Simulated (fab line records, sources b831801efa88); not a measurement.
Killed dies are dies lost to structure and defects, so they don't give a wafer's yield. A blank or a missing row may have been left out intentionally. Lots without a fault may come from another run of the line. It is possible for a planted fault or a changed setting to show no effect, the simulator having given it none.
Which of the tools did it? -- flow sky130 -- 11 lots with 33 wafers sampled at 7 steps, on a route of 708 steps

== WHAT THE GAUGES SHOWED, per wafer ==
SKY_LDD_N_OVL_MEAS_07.
lot,measured,on,LDD_N_OVL (nm)
L881,day 18 01:16,overlay-02,1.9 1.5 0.7
L885,day 18 11:25,overlay-01,-0.9 -0.9 -1.6
L888,day 20 00:52,overlay-02,-1.0 -0.6 -1.6
L890,day 20 16:50,overlay-01,- - -
L891,day 21 01:31,overlay-02,-3.3 -0.5 -2.4
L899,day 24 02:04,overlay-02,2.9 2.4 1.6
L900,day 24 13:37,overlay-02,-0.4 -0.7 -1.2
L901,day 24 15:03,overlay-02,0.4 0.3 0.0
L902,day 25 01:48,overlay-01,-0.9 0.1 -1.3
L903,day 25 13:26,overlay-01,-0.3 0.3 -0.8
L904,day 26 08:43,overlay-02,-3.3 -1.7 -3.6

SKY_LDD_N_TW_MEAS_17.
lot,measured,on,LDD_N_TW
L881,day 18 02:36,filmMetro-03,2556 2565 2579
L885,day 18 12:45,filmMetro-01,2556 2562 2545
L888,day 20 02:12,filmMetro-04,2572 2583 2576
L890,day 20 18:10,filmMetro-01,29 30 30
L891,day 21 02:50,filmMetro-03,2582 2573 2572
L899,day 24 03:24,filmMetro-03,2579 2589 2577
L900,day 24 14:58,filmMetro-01,2571 2562 2570
L901,day 24 16:23,filmMetro-03,2567 2569 2581
L902,day 25 03:08,filmMetro-04,2603 2575 2574
L903,day 25 14:46,filmMetro-03,2585 2580 2583
L904,day 26 10:04,filmMetro-03,2575 2585 2580

SKY_LDD_P_OVL_MEAS_08.
lot,measured,on,LDD_P_OVL (nm)
L881,day 19 08:45,overlay-02,0.4 0.8 0.4
L885,day 19 19:08,overlay-01,1.4 3.0 0.3
L888,day 21 08:14,overlay-01,2.4 0.9 1.8
L890,day 22 01:26,overlay-02,0.7 -0.1 -0.3
L891,day 22 09:41,overlay-02,-2.6 -2.2 -3.3
L899,day 25 08:41,overlay-01,-0.4 -0.3 -1.4
L900,day 25 20:41,overlay-01,0.8 1.2 2.0
L901,day 25 22:14,overlay-01,2.0 1.5 0.9
L902,day 26 07:01,overlay-01,-0.8 -0.1 0.6
L903,day 26 19:50,overlay-02,0.7 1.0 1.4
L904,day 27 14:38,overlay-01,1.9 0.7 0.1

SKY_LDD_P_TW_MEAS_11.
lot,measured,on,LDD_P_TW
L881,day 19 09:02,filmMetro-04,631 629 632
L885,day 19 19:30,filmMetro-04,630 629 628
L888,day 21 08:46,filmMetro-01,631 632 632
L890,day 22 01:44,filmMetro-02,2574 2594 2568
L891,day 22 09:59,filmMetro-04,636 632 633
L899,day 25 08:58,filmMetro-01,625 625 628
L900,day 25 20:58,filmMetro-01,624 628 628
L901,day 25 22:31,filmMetro-04,634 637 635
L902,day 26 07:19,filmMetro-04,632 635 630
L903,day 26 20:08,filmMetro-01,630 628 627
L904,day 27 14:56,filmMetro-02,639 639 641

SKY_LDD_HVP_OVL_MEAS_07.
lot,measured,on,LDD_HVP_OVL (nm)
L881,day 21 22:37,overlay-01,0.2 2.3 0.0
L885,day 22 08:58,overlay-01,0.2 -1.3 -0.4
L888,day 23 21:59,overlay-01,-1.5 -1.0 0.5
L890,day 24 13:37,overlay-01,3.5 0.8 2.6
L891,day 24 21:34,overlay-02,-2.5 -1.8 -3.0
L899,day 27 19:22,overlay-02,-0.9 -2.5 -2.0
L900,day 28 05:43,overlay-02,-0.6 -1.5 -0.1
L901,day 28 08:46,overlay-01,-0.3 1.0 -0.3
L902,day 28 17:19,overlay-02,-4.2 -2.6 -3.5
L903,day 29 05:07,overlay-02,-2.4 -2.6 -1.0
L904,day 29 22:40,overlay-01,-0.8 -1.7 -2.1

== TOOL THAT RAN EACH LOT (tool first, then ch and the chambers of the sampled wafers, then the start) ==
lot,SKY_POLY_GATE_ETCH_16,SKY_LDD_N_EXPOSE_04
L881,"rieDiel-03 ch 0,1,2, day 16 18:34","ilineStepper-01 ch 0, day 17 10:38"
L885,"rieDiel-01 ch 0,3, day 17 03:42","ilineStepper-01 ch 0, day 17 21:18"
L888,"rieDiel-02 ch 0,1,3, day 18 14:04","ilineStepper-02 ch 0, day 19 10:03"
L890,"rieDiel-03 ch 1,2,3, day 19 03:48","ilineStepper-02 ch 0, day 20 01:52"
L891,"rieDiel-03 ch 1,2,3, day 19 17:49","ilineStepper-02 ch 0, day 20 11:12"
L899,"rieDiel-02 ch 1,3, day 22 18:10","ilineStepper-01 ch 0, day 23 11:23"
L900,"rieDiel-01 ch 1,3, day 23 05:13","ilineStepper-01 ch 0, day 23 22:58"
L901,"rieDiel-02 ch 1,3, day 23 07:07","ilineStepper-02 ch 0, day 24 00:35"
L902,"rieDiel-03 ch 0,1,3, day 23 18:01","ilineStepper-02 ch 0, day 24 11:06"
L903,"rieDiel-03 ch 0,1,2, day 24 06:42","ilineStepper-02 ch 0, day 24 23:38"
L904,"rieDiel-01 ch 0,3, day 25 02:30","ilineStepper-01 ch 0, day 25 19:10"
- SKY_POLY_GATE_ETCH_16: etches Si3N4 in CH3F/O2, stops on poly-Si, time 151.2 s, target depth 75 nm.
- SKY_LDD_N_EXPOSE_04: exposes mask NTM, target cd 840 nm.

== AS READ BY THE TOOLS THEMSELVES (means over the sampled wafers that have a number; for cases with no such wafer, the mark the record gives instead) ==
SKY_POLY_GATE_ETCH_16.
lot,tool,drypumpMotorCurrentA (A),oesProductAu (a.u.),throttleValvePct (%)
L881,rieDiel-03,5.76,0.640,10.527
L885,rieDiel-01,6.05,0.641,10.538
L888,rieDiel-02,5.63,0.642,10.535
L890,rieDiel-03,5.67,0.638,10.532
L891,rieDiel-03,5.66,0.637,10.536
L899,rieDiel-02,5.68,0.642,10.536
L900,rieDiel-01,5.88,0.641,10.530
L901,rieDiel-02,5.41,0.648,10.532
L902,rieDiel-03,5.83,0.636,10.543
L903,rieDiel-03,5.76,0.634,10.546
L904,rieDiel-01,6.14,0.639,10.541

SKY_LDD_N_EXPOSE_04.
lot,tool,exposureDoseMJCm2
L881,ilineStepper-01,110.02
L885,ilineStepper-01,109.93
L888,ilineStepper-02,110.09
L890,ilineStepper-02,110.05
L891,ilineStepper-02,109.89
L899,ilineStepper-01,109.98
L900,ilineStepper-01,110.04
L901,ilineStepper-02,110.07
L902,ilineStepper-02,110.15
L903,ilineStepper-02,110.02
L904,ilineStepper-01,109.90

== THE ANSWER, worked out from the rows above alone ==
Rule: the usual values come from the lots themselves. Put in order of their means at a reading, lots are off if they are a third of the lots or fewer, leave a main group of 4 or more, and stand apart from it by a gap of 3 or more times the standard deviation of the main group's means; of several such gaps the widest counts. If all means in a main group match to the digits the tables above print for the reading, that group is not used. A lot without any number at a reading at which 4 lots or more have one is off too. The other lots that the step has rows for count as sound. First the gauges in route order, then the tools' own readings, where a lot's mean is used as printed above. The first step at which some lot is off is used, and at that step the reading that is off furthest; a lot without a number counts as furthest.
Off: at SKY_LDD_N_OVL_MEAS_07 (LDD_N_OVL), L890. Without a number there: L890. Main group: mean -0.5 nm, sd 1.4.
A tool fits if, at a process step before that reading, it ran every lot that is off, and no sound lot after the first of them. Not tried: the gauges at SKY_LDD_N_OVL_MEAS_07; whatever is off there is also off at SKY_LDD_N_TW_MEAS_17, on other tools, and gauge error can't account for it. No candidate that was tried fits.

== WHAT HAD BEEN PUT IN BY THE SIMULATOR ==
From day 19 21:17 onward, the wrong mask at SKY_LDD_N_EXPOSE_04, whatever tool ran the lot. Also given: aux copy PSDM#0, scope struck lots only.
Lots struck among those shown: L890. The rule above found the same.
